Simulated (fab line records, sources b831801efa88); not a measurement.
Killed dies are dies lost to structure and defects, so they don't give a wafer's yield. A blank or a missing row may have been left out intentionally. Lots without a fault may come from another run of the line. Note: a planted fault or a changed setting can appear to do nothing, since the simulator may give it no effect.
Comparing a struck lot with a sound one | flow gf180mcu | 19 out of 602 route steps
Sound: wafers L293.4, L293.5, L293.6. The struck wafers were L287.1, L287.2, L287.5. At the end, the cause is stated.
Per side, at each step with rows, come the tool, then ch with its chambers, and then its first start. Under that, the readings that differ: sound wafers | struck wafers | difference of the means | sigmas: that difference in standard deviations of wafers without a fault.
alike: readings whose means differ by less than 2 such deviations, and words and numbers that are the same on both sides. not compared: withheld readings, readings that some wafer has no value for, bounds like >300 that may hide the same value, and numbers for which the record gives no deviation and whose values overlap.
A row with sigmas, a row that says differs or no value, or rows on one side alone: a step with any of these is where the two part. When numbers do not overlap yet have no deviation, they are printed without sigmas and do not part them. A reading missing from all wafers of one side parts the sides only when that side holds two or more wafers.

first, 4 steps without rows for these wafers: GF_CONTACT_STRIP_18 (strips in O2/N2); GF_CONTACT_CLEAN_19 (cleans in SPM); GF_CONTACT_CLEAN_20 (cleans in DIW); GF_CONTACT_CLEAN_21 (cleans in dHF, time 20 s).
GF_CONTACT_SPUTTER_22: material Ti, target thk 15 nm, time 80.02 s.
  struck on pvd-sputter-01, day 22 00:22; sound on pvd-sputter-03, day 23 08:16
  reading                | sound          | struck         | difference | sigmas
  throttle-valve-pct (%) | 30.9 28.8 30.9 | 27.5 29.9 27.5 | -1.9       | -2
  alike: cathode-dc-power-W, chamber-pressure-pa
GF_CONTACT_SPUTTER_23: material TiN, target thk 10 nm, time 40 s.
  struck on pvd-sputter-01, day 22 00:26; sound on pvd-sputter-03, day 23 08:20
  reading                | sound          | struck         | difference | sigmas
  throttle-valve-pct (%) | 30.9 28.9 30.9 | 27.3 30.2 27.3 | -2.0       | -2
  alike: cathode-dc-power-W, chamber-pressure-pa
GF_CONTACT_CVD_24: deposits W, target thk 300 nm, time 90.339 s.
  sound on cvd-w-01 ch 0,1, day 23 08:24; struck on cvd-w-02 ch 0, day 22 00:28
  alike: chamber-pressure-Torr, heater-power-w
GF_CONTACT_RS_MEAS_25: a four-point-probe measurement.
  struck on film-metro-01, day 22 00:40; sound on film-metro-01, day 23 08:32
  alike: CONTACT_W_RS
GF_CONTACT_THK_MEAS_26: measures by xrf.
  struck on film-metro-01, day 22 00:47; sound on film-metro-01, day 23 08:37
  alike: CONTACT_W_THK
then, 3 steps without rows for these wafers: GF_CONTACT_CMP_27 (polishes, stops on SiO2, t overpolish 15 s, target thk 0 nm); GF_M1_SPUTTER_00 (material Ti, target thk 37.5 nm, time 150 s); GF_M1_SPUTTER_01 (material TiN, target thk 30 nm, time 25 s).
GF_M1_SPUTTER_02: material AlCu, target thk 450 nm, time 23.9 s.
  struck on pvd-sputter-02, day 22 01:17; sound on pvd-sputter-02, day 23 09:05
  no value came back on the struck wafers for cathode-dc-power-W (W), chamber-pressure-pa (Pa), throttle-valve-pct (%), time-s (s); on the sound wafers cathode-dc-power-W (W) reads 10600 10596 10601
GF_M1_SPUTTER_03: material Ti, target thk 10 nm, time 6.7 s.
  struck on pvd-sputter-02, day 22 01:19; sound on pvd-sputter-02, day 23 09:07
  alike: cathode-dc-power-W, chamber-pressure-pa, throttle-valve-pct
GF_M1_SPUTTER_04: material TiN, target thk 50 nm, time 41.7 s.
  struck on pvd-sputter-02, day 22 01:20; sound on pvd-sputter-02, day 23 09:08
  alike: cathode-dc-power-W, chamber-pressure-pa, throttle-valve-pct
GF_M1_RS_MEAS_05: a four-point-probe measurement.
  struck on film-metro-01, day 22 01:22; sound on film-metro-02, day 23 09:14
  reading             | sound                | struck               | difference | sigmas
  M1_ALCU_RS (ohm/sq) | 0.0698 0.0691 0.0692 | 7.0938 7.1547 7.0988 | +7.0464    | +99 or more
GF_M1_THK_MEAS_06: measures by xrf.
  struck on film-metro-01, day 22 01:29; sound on film-metro-02, day 23 09:19
  reading          | sound       | struck   | difference | sigmas
  M1_ALCU_THK (nm) | 456 461 461 | <0 <0 <0 | differs    |
then, 1 step without rows for these wafers: GF_M1_DEHYDRATE_07 (time 60 s).
-- the record jumps here: 11 days lie between the struck wafers' starts before and after (it left off in module M1 and takes up again in module PASSIVATION, whose first step shown is number 602 of the route) --
GF_PASSIVATION_PROBE_99:
  only the struck wafers here have rows in the record (prober-02, day 33 10:49); the sound ones have none

## WHERE THEY PART
Last at GF_PASSIVATION_PROBE_99 as far as this record goes, first at GF_CONTACT_SPUTTER_22.

WHY: what the simulator had put in
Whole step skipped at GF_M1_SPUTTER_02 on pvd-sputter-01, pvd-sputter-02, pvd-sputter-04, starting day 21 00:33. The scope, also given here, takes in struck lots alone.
